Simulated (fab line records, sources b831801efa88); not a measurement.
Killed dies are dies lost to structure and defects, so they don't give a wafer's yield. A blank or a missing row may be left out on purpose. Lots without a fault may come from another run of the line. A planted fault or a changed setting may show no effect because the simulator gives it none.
One fault seen from 2 desks | flow sky130 | each desk has only its own numbers; what lay behind them comes last

THE METROLOGY DESK
What the gauges read, lot by lot, whatever tool the lot ran on: means of the sampled wafers that have a number. A lot is out of limits, marked OUT, if its mean lies more than 4 standard deviations from the usual mean; the brackets give that distance.
Columns: A = CONTACT_HDPCVD_THK at SKY_CONTACT_THK_MEAS_03, usual 565 nm; B = METAL1_ALCU_RS at SKY_METAL1_RS_MEAS_05, usual 0.1265 ohm/sq; C = METAL1_ALCU_THK at SKY_METAL1_THK_MEAS_06, usual 253.7 nm
lot  | first seen here | A   | B                | C
L594 | day 31 00:31    | 570 | 0.1270           | 251.6
L593 | day 31 13:47    | 566 | 0.1257           | 254.6
L597 | day 32 22:55    | 557 | 0.1274           | 251.0
L598 | day 32 23:34    | 563 | 0.1255           | 255.0
L599 | day 33 03:26    | 565 | 0.1247           | 258.4
L602 | day 34 00:16    | 562 | 0.1249           | 254.1
L606 | day 35 12:08    | 559 | 0.1265           | 255.9
L607 | day 35 22:34    | 565 | 0.1100 (-12) OUT | 288.7 (+12) OUT
L608 | day 35 23:49    | 561 | 0.1104 (-12) OUT | 290.7 (+13) OUT
L610 | day 36 12:23    | 564 | 0.1252           | 256.7
L612 | day 37 06:22    | 569 | 0.1277           | 249.9
This desk's finding: out of limits on L607, L608; first on L607, day 37 02:40 (METAL1_ALCU_RS at SKY_METAL1_RS_MEAS_05). In limits: L594, L593, L597, L598, L599, L602, L606, L610, L612.

THE TOOL OWNER'S DESK: pvd_sputter-03
The tool's own readings at SKY_METAL1_SPUTTER_02 (material AlCu, target thk 250 nm, time 13.3 s): means of the sampled wafers that have a number, for each lot that ran on this tool. A lot is out of limits, marked OUT, if its mean lies more than 4 standard deviations from the usual mean; the brackets give that distance.
Columns: A = throttle_valve_pct at SKY_METAL1_SPUTTER_02, usual 30.3 %
lot  | first seen here | A
L594 | day 32 06:11    | 31.1
L593 | day 32 18:39    | 30.0
L598 | day 34 04:01    | 30.6
L602 | day 35 04:18    | 30.0
L607 | day 37 02:34    | 30.9
L608 | day 37 03:36    | 30.5
This desk's finding: nothing out of limits on any of the 6 lots.

PUT TOGETHER
The metrology desk could have raised an alarm at day 37 02:40, on L607, L608.
The tool owner's desk saw nothing out of limits.
The tool owner's desk has L607, L608 on record, within its limits.
Of the lots named, all ran SKY_METAL1_SPUTTER_02 on pvd_sputter-03.

WHAT THE SIMULATOR HAD PUT IN
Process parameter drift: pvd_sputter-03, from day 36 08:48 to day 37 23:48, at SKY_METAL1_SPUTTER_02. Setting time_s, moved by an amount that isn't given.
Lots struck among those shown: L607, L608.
Hours from the fault's start to each desk's first reading out of limits: the metrology desk, 18.
